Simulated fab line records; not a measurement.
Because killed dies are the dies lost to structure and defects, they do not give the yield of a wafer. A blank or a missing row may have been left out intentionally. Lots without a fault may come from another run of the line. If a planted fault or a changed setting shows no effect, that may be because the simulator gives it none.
Which tool did it?    flow sfqLine    38 wafers from 13 lots sampled at 2 of the route's 325 steps

== WHAT THE GAUGES SHOWED, per wafer ==
SFQ_M6_RS_MEAS_938: measures by four-point-probe.
lot   measured      on            M6_NB_RS (ohm/sq)
L272  day 69 17:42  filmMetro-02  0.897 0.890 0.886
L273  day 69 20:06  filmMetro-04  0.892 0.907 0.891
L274  day 69 22:38  filmMetro-02  0.884 0.863 0.874
L275  day 70 15:37  filmMetro-01  0.895 0.895 0.901
L276  day 70 20:24  filmMetro-02  0.881 0.876 0.875
L277  day 71 12:31  filmMetro-02  0.898 0.888 0.901
L279  day 73 23:02  filmMetro-01  0.910 0.917 0.908
L280  day 74 01:25  filmMetro-01  0.886 0.886 0.887
L281  day 74 08:37  filmMetro-02  0.901 0.906 0.897
L287  day 79 18:58  filmMetro-01  0.885 0.898
L291  day 80 09:20  filmMetro-01  0.889 0.891 0.894
L292  day 80 11:46  filmMetro-02  0.882 0.884 0.876
L294  day 80 20:08  filmMetro-04  0.899 0.916 0.903

== WHAT TOOL EACH LOT RAN ON (gives the tool, then ch and the chambers of the sampled wafers, and finally the start) ==
lot   SFQ_TRILAYER_I4_VIA_BARC_OPEN_VIA_ETCH_146
L272  rieDiel-04 ch 0,2,3, day 59 15:20
L273  rieDiel-03 ch 0,1,2, day 60 02:08
L274  rieDiel-04 ch 0,1,3, day 60 15:20
L275  rieDiel-04 ch 0,2,3, day 60 20:15
L276  rieDiel-04 ch 0,1,3, day 61 02:15
L277  rieDiel-03 ch 0,1, day 61 23:51
L279  rieDiel-04 ch 0,1, day 64 00:06
L280  rieDiel-04 ch 0,1,2, day 64 03:42
L281  rieDiel-03 ch 1,2,3, day 64 09:42
L287  rieDiel-04 ch 0,1, day 65 18:14
L291  rieDiel-03 ch 0,1,2, day 66 15:57
L292  rieDiel-01 ch 1,2,3, day 66 21:57
L294  rieDiel-03 ch 0,2,3, day 67 06:21
- SFQ_TRILAYER_I4_VIA_BARC_OPEN_VIA_ETCH_146: etches BARC in O2, target depth 125 nm, time 41.7 s.

== AS READ BY THE TOOLS THEMSELVES (means over the sampled wafers that have a number; for cases with no such wafer, the mark the record gives instead) ==
SFQ_TRILAYER_I4_VIA_BARC_OPEN_VIA_ETCH_146.
lot   tool        drypumpMotorCurrentA (A)  oesProductAu (a.u.)  runLengthS (s)
L272  rieDiel-04  5.1                       0.684                69.7
L273  rieDiel-03  5.6                       0.690                70.2
L274  rieDiel-04  5.5                       0.687                69.7
L275  rieDiel-04  5.1                       0.686                69.8
L276  rieDiel-04  5.5                       0.690                69.8
L277  rieDiel-03  5.6                       0.684                70.2
L279  rieDiel-04  5.6                       0.684                70.0
L280  rieDiel-04  5.3                       0.688                70.0
L281  rieDiel-03  5.5                       0.686                70.4
L287  rieDiel-04  5.5                       0.675                71.7
L291  rieDiel-03  5.6                       0.685                70.4
L292  rieDiel-01  5.7                       0.685                70.1
L294  rieDiel-03  5.6                       0.687                70.2

== THE ANSWER, worked out from the rows above alone ==
Rule: the lots themselves supply what counts as usual. The widest of any qualifying gaps counts: lots, ordered by their means at a reading, are off when they make up no more than a third of the lots, leave a main group of 4 or more, and stand apart from it by 3 or more times the standard deviation of that group's means. A main group is skipped when, at the precision printed for the reading in the tables above, its means are all equal. Also off: a lot with no number at a reading for which 4 or more lots have one. Any other lot the step has rows for is counted as sound. The gauges are gone through in route order, then the tools' own readings, and for those a lot's mean is taken as printed above. The first step at which some lot is off is used, and at that step the reading that is off furthest; a lot without a number counts as furthest.
Off, at SFQ_TRILAYER_I4_VIA_BARC_OPEN_VIA_ETCH_146 on runLengthS: L287. Mean 70.0 s and standard deviation 0.24 in the main group.
A tool fits if, at that step or a process step before it, it ran every lot that is off, and no sound lot after the first of them. One fits: rieDiel-04 at SFQ_TRILAYER_I4_VIA_BARC_OPEN_VIA_ETCH_146. A fault onset in the window from L280 (day 64 03:42, its last sound lot) to L287 (day 65 18:14, its first lot off) fits.
The tool's own readings at SFQ_TRILAYER_I4_VIA_BARC_OPEN_VIA_ETCH_146 bear it out: on the lots that are off they differ by more than 5 times the standard deviation of the sound lots' means. oesProductAu reads 0.675 a.u. there against 0.686 a.u. on the sound lots; runLengthS reads 71.7 s there against 70.0 s on the sound lots.

== WHAT WAS PUT IN BY THE SIMULATOR ==
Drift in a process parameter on rieDiel-04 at SFQ_TRILAYER_I4_VIA_BARC_OPEN_VIA_ETCH_146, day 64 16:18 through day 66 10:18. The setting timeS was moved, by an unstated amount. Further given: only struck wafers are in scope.
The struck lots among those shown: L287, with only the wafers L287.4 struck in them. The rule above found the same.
